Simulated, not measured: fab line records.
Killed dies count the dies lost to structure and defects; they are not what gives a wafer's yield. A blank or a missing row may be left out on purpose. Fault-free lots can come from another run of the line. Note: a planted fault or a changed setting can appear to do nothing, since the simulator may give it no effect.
Code-filled problem report in 8D (eight disciplines) form || flow gf180mcu || the parts of the form that need people (team, actions taken, sign-off) are left out

## 1. WHAT WENT WRONG
Wafers without a fault read 770.00 C with a standard deviation of 0.28, while susceptor temp C at GF_HV_LDD_CVD_56 averages 772.20 C across 3 wafers of 1 lot. Relative to the usual mean, that is a shift of +7.9 standard deviations.
The step: deposits Si3N4 from DCS/NH3, target thk 90 nm, time 1543 s.
Seen first at day 14 08:48 on lpcvd-02, wafer L673.2. The record holds 15 wafers of 5 lots with a number at this step. Rule for "out" (also "out of limits"): further than 4 standard deviations from the usual mean. The rest of the wafers with a number are treated as sound.

## 2. WHAT IT IS, AND WHAT IT ISN'T
{"question": "which readings at this step", "is": "susceptor temp C", "is not": "-"}
{"question": "which lots", "is": "L673", "is not": "L668, L671, L682, L690"}
{"question": "which wafers of those lots", "is": "all that have a number", "is not": "-"}
{"question": "read on which tools", "is": "lpcvd-02", "is not": "lpcvd-01"}
{"question": "when", "is": "from day 14 08:48", "is not": "up to then (6 sound wafers); but 6 sound wafers of L682, L690 came after"}

## 3. THE SUSPECTS, EACH WITH WHAT RULES IT OUT
Counting: a tool at any process step up to the reading remains a suspect when it ran all the lots that are out and ran no sound lot after the first of those.
- plasma asher-01 at GF_HV_LDD_STRIP_49 (strips in O2/N2): ruled out as a lasting fault. Following L673 (day 14 07:19), the first lot on it that is out, the sound lots L682 were run on it.
- rtp anneal-02 at GF_HV_LDD_RTA_52 (time 10 s): ruled out as a lasting fault. Following L673 (day 14 07:33), the first lot on it that is out, the sound lots L690 were run on it.
- lpcvd-02 at GF_HV_LDD_CVD_56 (deposits Si3N4 from DCS/NH3, target thk 90 nm, time 1543 s): kept. It ran the lot that is out, L673 (day 14 08:48), and no sound lot after that; its last sound lot up to then is L671 (day 13 15:59). Out on those wafers are its own readings of susceptor temp C.
Remaining after the count: lpcvd-02 at GF_HV_LDD_CVD_56.

## 4. THE CAUSE (what the simulator had put in)
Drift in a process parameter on lpcvd-02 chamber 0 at GF_HV_LDD_CVD_56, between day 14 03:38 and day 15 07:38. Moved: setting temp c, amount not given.
The count eliminated every tool but this one.

## 5. THE EFFECT CHAIN, in route order
Rows list readings where the struck wafers' mean (over those with a number) sits beyond 3 standard deviations from the usual. Only readings for which the record gives a usual standard deviation are gone through. hours: the time from each lot's start at the first step in this table that gives one to its start at this step, as a median over the lots. sigmas: the change in usual standard deviations.
{"hours": 0, "step": "GF_HV_LDD_CVD_56", "reading": "susceptor temp C", "usual": "770.00 C", "on struck wafers": 772.20, "change": "+2.20", "sigmas": "+7.9"}
It contains these process steps:
- GF_HV_LDD_CVD_56: deposits Si3N4 from DCS/NH3, target thk 90 nm, time 1543 s.
Later measuring or inspecting steps at which every struck wafer that the step has a row for has a number for every such reading, and none has moved that far: GF_HV_LDD_THK_MEAS_57.

## 6. WHAT WOULD HAVE CAUGHT IT SOONER
In this record no reading fell out of limits until day 14 08:48, 5 hours after the fault had begun at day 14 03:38.
